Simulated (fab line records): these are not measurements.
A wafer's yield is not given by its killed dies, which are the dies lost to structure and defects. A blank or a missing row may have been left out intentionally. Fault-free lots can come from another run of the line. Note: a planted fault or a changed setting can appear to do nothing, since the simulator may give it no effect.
Which of the tools did it? || flow sky130 || 13 lots with 38 wafers sampled at 2 steps, on a route of 708 steps

## WHAT EACH GAUGE READ, for each wafer
SKY_METAL4_CD_MEAS_13 targets a cd of 300 nm.
{"lot": "L531", "measured": "day 41 10:40", "on": "cd-sem-01", "cd-nm (nm)": "301.2 299.3 301.4"}
{"lot": "L532", "measured": "day 41 21:16", "on": "cd-sem-02", "cd-nm (nm)": "300.1 301.8 301.0"}
{"lot": "L534", "measured": "day 43 07:10", "on": "cd-sem-02", "cd-nm (nm)": "298.4 298.5 299.5"}
{"lot": "L533", "measured": "day 43 08:29", "on": "cd-sem-02", "cd-nm (nm)": "300.0 301.7 302.2"}
{"lot": "L535", "measured": "day 43 08:08", "on": "cd-sem-02", "cd-nm (nm)": "300.7 300.6 300.3"}
{"lot": "L536", "measured": "day 43 10:14", "on": "cd-sem-02", "cd-nm (nm)": "297.1 295.1 295.3"}
{"lot": "L537", "measured": "day 43 12:08", "on": "cd-sem-02", "cd-nm (nm)": "298.4 298.0 299.1"}
{"lot": "L539", "measured": "day 43 20:25", "on": "cd-sem-01", "cd-nm (nm)": "299.2 299.7 299.8"}
{"lot": "L540", "measured": "day 44 01:46", "on": "cd-sem-02", "cd-nm (nm)": "300.3 299.3 300.5"}
{"lot": "L541", "measured": "day 44 14:37", "on": "cd-sem-02", "cd-nm (nm)": "302.7 302.1 301.7"}
{"lot": "L552", "measured": "day 47 07:02", "on": "cd-sem-02", "cd-nm (nm)": "299.2 298.9 298.1"}
{"lot": "L551", "measured": "day 47 08:07", "on": "cd-sem-01", "cd-nm (nm)": "299.3 299.9"}
{"lot": "L553", "measured": "day 47 11:02", "on": "cd-sem-02", "cd-nm (nm)": "299.5 299.6 299.9"}

## EACH LOT AND THE TOOL THAT RAN IT (in order: tool; ch and the chambers of the sampled wafers; start)
{"lot": "L531", "SKY_LDD_HVP_DEVELOP_06": "litho-track-03 ch 0, day 21 06:50"}
{"lot": "L532", "SKY_LDD_HVP_DEVELOP_06": "litho-track-03 ch 0, day 21 22:35"}
{"lot": "L534", "SKY_LDD_HVP_DEVELOP_06": "litho-track-02 ch 0, day 22 14:23"}
{"lot": "L533", "SKY_LDD_HVP_DEVELOP_06": "litho-track-03 ch 0, day 22 15:12"}
{"lot": "L535", "SKY_LDD_HVP_DEVELOP_06": "litho-track-01 ch 0, day 22 20:44"}
{"lot": "L536", "SKY_LDD_HVP_DEVELOP_06": "litho-track-01 ch 0, day 23 01:29"}
{"lot": "L537", "SKY_LDD_HVP_DEVELOP_06": "litho-track-03 ch 0, day 24 00:50"}
{"lot": "L539", "SKY_LDD_HVP_DEVELOP_06": "litho-track-02 ch 0, day 24 11:29"}
{"lot": "L540", "SKY_LDD_HVP_DEVELOP_06": "litho-track-01 ch 0, day 24 18:15"}
{"lot": "L541", "SKY_LDD_HVP_DEVELOP_06": "litho-track-02 ch 0, day 25 06:47"}
{"lot": "L552", "SKY_LDD_HVP_DEVELOP_06": "litho-track-02 ch 0, day 28 21:01"}
{"lot": "L551", "SKY_LDD_HVP_DEVELOP_06": "litho-track-03 ch 0, day 29 01:44"}
{"lot": "L553", "SKY_LDD_HVP_DEVELOP_06": "litho-track-01 ch 0, day 29 07:52"}
- SKY_LDD_HVP_DEVELOP_06: develop time 60 s.

## AS READ BY THE TOOLS THEMSELVES (means over the sampled wafers that have a number; for cases with no such wafer, the mark the record gives instead)
SKY_LDD_HVP_DEVELOP_06.
{"lot": "L531", "tool": "litho-track-03", "developer-temp-C (C)": 22.99}
{"lot": "L532", "tool": "litho-track-03", "developer-temp-C (C)": 22.86}
{"lot": "L534", "tool": "litho-track-02", "developer-temp-C (C)": 23.02}
{"lot": "L533", "tool": "litho-track-03", "developer-temp-C (C)": 22.83}
{"lot": "L535", "tool": "litho-track-01", "developer-temp-C (C)": 23.14}
{"lot": "L536", "tool": "litho-track-01", "developer-temp-C (C)": 22.88}
{"lot": "L537", "tool": "litho-track-03", "developer-temp-C (C)": 22.91}
{"lot": "L539", "tool": "litho-track-02", "developer-temp-C (C)": 23.02}
{"lot": "L540", "tool": "litho-track-01", "developer-temp-C (C)": 23.06}
{"lot": "L541", "tool": "litho-track-02", "developer-temp-C (C)": 23.04}
{"lot": "L552", "tool": "litho-track-02", "developer-temp-C (C)": 23.02}
{"lot": "L551", "tool": "litho-track-03", "developer-temp-C (C)": 23.06}
{"lot": "L553", "tool": "litho-track-01", "developer-temp-C (C)": 23.05}

## THE ANSWER, worked out from the rows above alone
Rule: the lots themselves supply what counts as usual. Put in order of their means at a reading, lots are off if they are a third of the lots or fewer, leave a main group of 4 or more, and stand apart from it by a gap of 3 or more times the standard deviation of the main group's means; of several such gaps the widest counts. A main group whose means are all the same, to the digits that the tables above print for the reading, isn't used. A lot without any number at a reading at which 4 lots or more have one is off too. Where the step has rows for the other lots, those lots are counted as sound. First the gauges in route order, then the tools' own readings, where a lot's mean is used as printed above. At the first step where some lot is off, the reading lying furthest off is the one used; lots without a number count as furthest.
Nothing can be told from this: no lot is off at any reading shown.

## WHAT HAD BEEN PUT IN BY THE SIMULATOR
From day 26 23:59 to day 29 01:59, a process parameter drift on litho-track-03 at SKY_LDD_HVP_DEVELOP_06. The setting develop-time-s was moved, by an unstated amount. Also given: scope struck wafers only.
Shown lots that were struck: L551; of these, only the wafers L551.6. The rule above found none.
